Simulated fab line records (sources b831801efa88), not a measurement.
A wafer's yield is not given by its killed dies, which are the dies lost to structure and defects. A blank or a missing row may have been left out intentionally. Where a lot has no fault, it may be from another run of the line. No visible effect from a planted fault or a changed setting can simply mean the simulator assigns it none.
Chamber matching	flow sky130	4 sister chambers for SKY_VIA3_CMP_24 on cmp-02
The step polishes, stops on SiO2, t overpolish 20 s, target thk 0 nm. 4 wafers are shown with their chamber, then 8 later ones without.

== WAFERS PAIRED WITH THEIR CHAMBERS ==
wafer	chamber	motor_current_A (A)
L308.1	1	11.7
L310.1	0	10.0
L310.5	3	10.8
L314.4	2	11.0

== WAFERS WITHOUT THEIR CHAMBER ==
wafer	motor_current_A (A)
L314.5	11.6
L314.6	10.1
L315.2	11.3
L315.4	9.9
L315.6	10.8
L316.1	11.6
L316.4	11.4
L316.5	10.4

== CHAMBER TAKEN BY EACH ==
wafer	from the rows above	in truth
L314.5	1	1
L314.6	0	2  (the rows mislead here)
L315.2	can't be placed: 2 or 1 or 3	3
L315.4	0	0
L315.6	can't be placed: 3 or 2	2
L316.1	1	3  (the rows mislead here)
L316.4	can't be placed: 1 or 2 or 3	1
L316.5	can't be placed: 0 or 3 or 2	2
Correctly placed: 2 of 8. Cannot be placed on the basis of these rows: 4; the candidates contain the true chamber in 4. Number placed wrongly: 2.
How it was worked out, from the rows above alone: a wafer's distance from a chamber is the root of the sum, over the readings, of the square of ((its reading less the chamber's mean) divided by the reading's scatter). If the next closest chamber is less than 2 further off than the closest, the wafer can't be placed; otherwise it belongs to the closest. A chamber's mean is the mean of its shown wafers. The scatter: with one shown wafer a chamber, the root of the mean of the squares of how far each hidden wafer lies from its nearest shown one.
